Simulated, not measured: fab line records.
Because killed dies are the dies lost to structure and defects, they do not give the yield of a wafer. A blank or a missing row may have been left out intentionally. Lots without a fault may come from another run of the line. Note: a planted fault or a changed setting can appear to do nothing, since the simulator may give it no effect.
Split-lot study | flow sky130 | 23 wafers read across 5 lots, on a route 708 steps long

## THE SPLIT ITSELF
At SKY_CAP2M_SPUTTER_02 (material TiN, target thk 200 nm, time 166.7 s), the setting time-s was moved away from the recipe's 166.7 s on 10 of the 23 wafers read, by -6.6% to +11.0%. The other wafers ran this setting at the recipe's value.

## FROM THE SPLIT TO THE READING: what the file shows between them, 5 steps
- SKY_CAP2M_RS_MEAS_03: measures by four-point-probe
- SKY_CAP2M_THK_MEAS_04: measures by xrf
- SKY_CAP2M_EXPOSE_09: exposes mask CAP2M, target cd 1000 nm (also split here: dose-mj)
- SKY_CAP2M_PEB_10
- SKY_CAP2M_DEVELOP_11: develop time 61.15 s

## THE READING
oes-product-au, in a.u., at SKY_CAP2M_METAL_ETCH_13 (etches TiN in Cl2/BCl3, stops on SiO2, target depth 220 nm, time 62.9 s). A value of 0.941 a.u. with a standard deviation of 0.0066 a.u. is what fault-free wafers of this fab line usually give.

wafer  | tool, chamber at the split | time-s as run, s | against the recipe | oes-product-au, a.u. | against lot-mates on the recipe
L074.1 | pvd-sputter-03, -          | 166.7            | recipe             | 0.946                | -
L074.2 | pvd-sputter-03, -          | 155.7            | -6.6%              | 0.910                | -0.033
L074.3 | pvd-sputter-03, -          | 155.7            | -6.6%              | 0.903                | -0.040
L074.4 | pvd-sputter-03, -          | 155.7            | -6.6%              | 0.901                | -0.042
L074.6 | pvd-sputter-03, -          | 166.7            | recipe             | 0.940                | -
L077.1 | pvd-sputter-03, -          | 180.5            | +8.3%              | 0.985                | +0.053
L077.2 | pvd-sputter-03, -          | 166.7            | recipe             | 0.932                | -
L077.3 | pvd-sputter-03, -          | 166.7            | recipe             | 0.925                | -
L077.4 | pvd-sputter-03, -          | 180.5            | +8.3%              | 0.982                | +0.050
L077.5 | pvd-sputter-03, -          | 166.7            | recipe             | 0.938                | -
L079.1 | pvd-sputter-03, -          | 166.7            | recipe             | 0.934                | -
L079.4 | pvd-sputter-03, -          | 166.7            | recipe             | 0.927                | -
L079.5 | pvd-sputter-03, -          | 166.7            | recipe             | 0.938                | -
L080.1 | pvd-sputter-03, -          | 185.1            | +11.0%             | 0.984                | +0.048
L080.2 | pvd-sputter-03, -          | 185.1            | +11.0%             | 0.981                | +0.045
L080.4 | pvd-sputter-03, -          | 185.1            | +11.0%             | 0.995                | +0.059
L080.5 | pvd-sputter-03, -          | 166.7            | recipe             | 0.936                | -
L080.6 | pvd-sputter-03, -          | 166.7            | recipe             | 0.936                | -
L085.1 | pvd-sputter-04, -          | 159.4            | -4.4%              | 0.919                | -0.023
L085.2 | pvd-sputter-04, -          | 166.7            | recipe             | 0.945                | -
L085.3 | pvd-sputter-04, -          | 166.7            | recipe             | 0.933                | -
L085.4 | pvd-sputter-04, -          | 159.4            | -4.4%              | 0.917                | -0.025
L085.6 | pvd-sputter-04, -          | 166.7            | recipe             | 0.947                | -

THE FIT
A straight line over all 23 wafers: oes-product-au changes by +0.00479 a.u. for each +1% of time-s; r = +0.97; the points scatter about the line by 0.0063 a.u.
The same after taking each lot's own level away (the mean of its wafers on the recipe; 23 wafers): +0.00524 a.u. for each +1%; r = +0.98; scatter 0.006 a.u.
The reading moves by 0.058 a.u. for the largest change in time-s, on that fit.
Measured against the standard deviation above, the lots' own levels, which go from 0.9317 to 0.9430 a.u., span 1.7 times it.
The two slopes agree, so the slope changes little with the lot-to-lot level.
Check: for one of the wafers moved furthest among these (+11.0%), held out of the fit, the line's prediction against its lot-mates is +0.0593 a.u. It came out at +0.048 a.u. against them.

## FURTHER SPLITS ON THESE WAFERS
Other splits were also applied to these wafers ahead of the reading. Each is held against what the fit with the lots' levels taken away leaves over:
other split on the same wafers | wafers away from the commonest value | r with oes-product-au (lot level and that fit taken away)
SKY_CAP2M_EXPOSE_09 dose-mj    | 4                                    | -0.21

## THE WHOLE CHAIN: every reading that the file lists as answering this split, in the file's order
step                    | what it does                                                            | reading                                                                         | change (the file's fit)                   | r (the file's)
SKY_CAP2M_SPUTTER_02    | material TiN, target thk 200 nm, time 166.7 s                           | TiN_of_CAP2M_SPUTTER_02.thk-nm (the simulator's own value, which no gauge read) | +2.04 nm for each +1% of the setting      | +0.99
SKY_CAP2M_RS_MEAS_03    | measures by four-point-probe                                            | CAP2M_TIN_RS                                                                    | -0.0696 for each +1% of the setting       | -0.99
SKY_CAP2M_THK_MEAS_04   | measures by xrf                                                         | CAP2M_TIN_THK                                                                   | +2.08 for each +1% of the setting         | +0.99
SKY_CAP2M_METAL_ETCH_13 | etches TiN in Cl2/BCl3, stops on SiO2, target depth 220 nm, time 62.9 s | oes-product-au                                                                  | +0.00531 a.u. for each +1% of the setting | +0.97

## THE FILE'S OWN FIT
oes-product-au changes by +0.00531 a.u. for each +1% of time-s, r = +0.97.
